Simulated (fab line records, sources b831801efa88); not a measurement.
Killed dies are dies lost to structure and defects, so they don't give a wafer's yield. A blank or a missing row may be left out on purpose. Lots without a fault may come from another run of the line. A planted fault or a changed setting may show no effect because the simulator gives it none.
Which tool did it? | flow gf180mcu | 12 lots, 36 wafers sampled, at 4 steps of a route of 602

WHAT THE GAUGES READ, wafer by wafer
GF_STI_THK_MEAS_02.
lot  | measured    | on            | STI_OXIDATION_THK (nm)
L563 | day 1 11:31 | film_metro-02 | 10.20 10.18 10.16
L564 | day 1 16:31 | film_metro-01 | 9.83 9.73 10.00
L565 | day 1 21:31 | film_metro-02 | 9.74 9.73 9.76
L569 | day 2 17:31 | film_metro-03 | 9.74 9.80 9.79
L571 | day 3 03:32 | film_metro-02 | 9.87 9.92 9.75
L573 | day 3 13:32 | film_metro-03 | 9.84 9.83 9.85
L574 | day 3 19:14 | film_metro-02 | 10.25 10.27 10.30
L576 | day 4 04:55 | film_metro-02 | 9.88 9.92 9.71
L577 | day 4 09:31 | film_metro-02 | 10.01 10.01 9.89
L578 | day 4 15:15 | film_metro-01 | 10.22 10.43 10.23
L583 | day 5 15:31 | film_metro-02 | 9.74 9.65 9.75
L586 | day 6 06:31 | film_metro-01 | 9.74 9.80 9.78

GF_VT_IMPLANT_RS_MEAS_47: measures by four-point-probe.
lot  | measured     | on            | NWELL_RS (ohm/sq)
L563 | day 7 12:00  | film_metro-04 | 485.5 488.5 487.6
L564 | day 7 20:56  | film_metro-03 | 489.2 490.0 488.8
L565 | day 8 02:30  | film_metro-01 | 486.9 487.5 485.6
L569 | day 9 04:14  | film_metro-03 | 485.9 486.1 484.8
L571 | day 9 18:12  | film_metro-04 | 487.2 487.5 487.3
L573 | day 10 07:20 | film_metro-01 | 487.1 486.3 486.4
L574 | day 10 15:20 | film_metro-03 | 490.5 489.1 489.2
L576 | day 11 02:38 | film_metro-01 | 488.8 487.7 487.3
L577 | day 11 11:37 | film_metro-03 | 517.6 516.4 516.6
L578 | day 11 18:23 | film_metro-03 | 513.8 515.3 512.6
L583 | day 13 05:46 | film_metro-03 | 487.6 488.2 488.8
L586 | day 13 22:20 | film_metro-04 | 488.7 487.7 487.0

GF_DUAL_GATE_THK_MEAS_03.
lot  | measured     | on            | DUAL_GATE_OXIDATION_00_THK (nm)
L563 | day 7 14:00  | film_metro-02 | 10.82 10.81 10.79
L564 | day 7 22:56  | film_metro-02 | 11.06 10.85 10.90
L565 | day 8 04:58  | film_metro-03 | 10.92 10.95 10.73
L569 | day 9 07:04  | film_metro-03 | 11.19 11.23 11.42
L571 | day 9 20:16  | film_metro-01 | 10.92 11.02 10.93
L573 | day 10 10:28 | film_metro-01 | 11.19 11.22 11.18
L574 | day 10 17:44 | film_metro-01 | 11.03 11.08 10.95
L576 | day 11 05:59 | film_metro-02 | 10.82 10.92 11.01
L577 | day 11 13:35 | film_metro-01 | 11.17 10.89 11.07
L578 | day 11 20:23 | film_metro-01 | 10.86 10.94 11.02
L583 | day 13 07:50 | film_metro-03 | 11.33 11.04 11.12
L586 | day 14 00:58 | film_metro-01 | 10.86 10.67 10.98

WHICH TOOL RAN EACH LOT (tool, then ch and the chambers of the sampled wafers, then the start)
lot  | GF_NWELL_IMPLANT_09
L563 | implanter-02 ch 0, day 3 06:49
L564 | implanter-02 ch 0, day 3 12:46
L565 | implanter-02 ch 0, day 3 18:55
L569 | implanter-04 ch 0, day 4 15:46
L571 | implanter-03 ch 0, day 5 02:44
L573 | implanter-04 ch 0, day 5 12:40
L574 | implanter-03 ch 0, day 5 19:37
L576 | implanter-04 ch 0, day 6 04:58
L577 | implanter-03 ch 0, day 6 12:59
L578 | implanter-03 ch 0, day 6 18:01
L583 | implanter-02 ch 0, day 7 23:41
L586 | implanter-04 ch 0, day 8 12:52
- GF_NWELL_IMPLANT_09

WHAT THE TOOLS THEMSELVES READ (means of the sampled wafers that have a number; where no wafer has one, the mark that the record gives instead)
GF_NWELL_IMPLANT_09.
lot  | tool         | dose_ions_cm2 | end_station_pressure_torr (Torr) | faraday_current_uA
L563 | implanter-02 | 4e+12         | 5.04e-06                         | 22.3
L564 | implanter-02 | 4e+12         | 4.89e-06                         | 22.5
L565 | implanter-02 | 4e+12         | 4.84e-06                         | 23.0
L569 | implanter-04 | 4e+12         | 4.95e-06                         | 22.6
L571 | implanter-03 | 4e+12         | 4.86e-06                         | 22.7
L573 | implanter-04 | 4e+12         | 5.22e-06                         | 22.5
L574 | implanter-03 | 4e+12         | 5.10e-06                         | 22.4
L576 | implanter-04 | 4e+12         | 4.89e-06                         | 23.0
L577 | implanter-03 | 3e+12         | 4.89e-06                         | 14.6
L578 | implanter-03 | 3e+12         | 5.06e-06                         | 14.9
L583 | implanter-02 | 4e+12         | 5.11e-06                         | 23.0
L586 | implanter-04 | 4e+12         | 5.08e-06                         | 22.8

THE ANSWER, worked out from the rows above alone
Rule: what is usual is taken from the lots themselves. Put in order of their means at a reading, lots are off if they are a third of the lots or fewer, leave a main group of 4 or more, and stand apart from it by a gap of 3 or more times the standard deviation of the main group's means; of several such gaps the widest counts. A main group whose means are all the same, to the digits that the tables above print for the reading, isn't used. A lot without any number at a reading at which 4 lots or more have one is off too. The other lots that the step has rows for count as sound. The gauges are gone through in route order, then the tools' own readings, and for those a lot's mean is taken as printed above. The first step at which some lot is off is used, and at that step the reading that is off furthest; a lot without a number counts as furthest.
Off: L577, L578, at GF_VT_IMPLANT_RS_MEAS_47 (NWELL_RS). The main group: mean 487.6 ohm/sq, standard deviation 1.2.
A tool fits if, at a process step before that reading, it ran every lot that is off, and no sound lot after the first of them. The gauges at GF_VT_IMPLANT_RS_MEAS_47 aren't tried: what is off there is off at GF_NWELL_IMPLANT_09 too, on other tools, and a gauge's error can't cause that. One fits: implanter-03 at GF_NWELL_IMPLANT_09. Its last sound lot is L574 (day 5 19:37), its first lot that is off L577 (day 6 12:59): a fault that began between those two fits.
The tool's own readings at GF_NWELL_IMPLANT_09 bear it out: on the lots that are off they differ by more than 5 times the standard deviation of the sound lots' means. dose_ions_cm2 reads 3e+12 there against 4e+12 on the sound lots; faraday_current_uA reads 14.8 there against 22.7 on the sound lots.

WHAT THE SIMULATOR HAD PUT IN
Process parameter drift: implanter-03, from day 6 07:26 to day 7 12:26, at GF_NWELL_IMPLANT_09. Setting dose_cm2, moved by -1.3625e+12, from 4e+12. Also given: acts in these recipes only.
Lots struck among those shown: L577, L578. The rule above found the same.
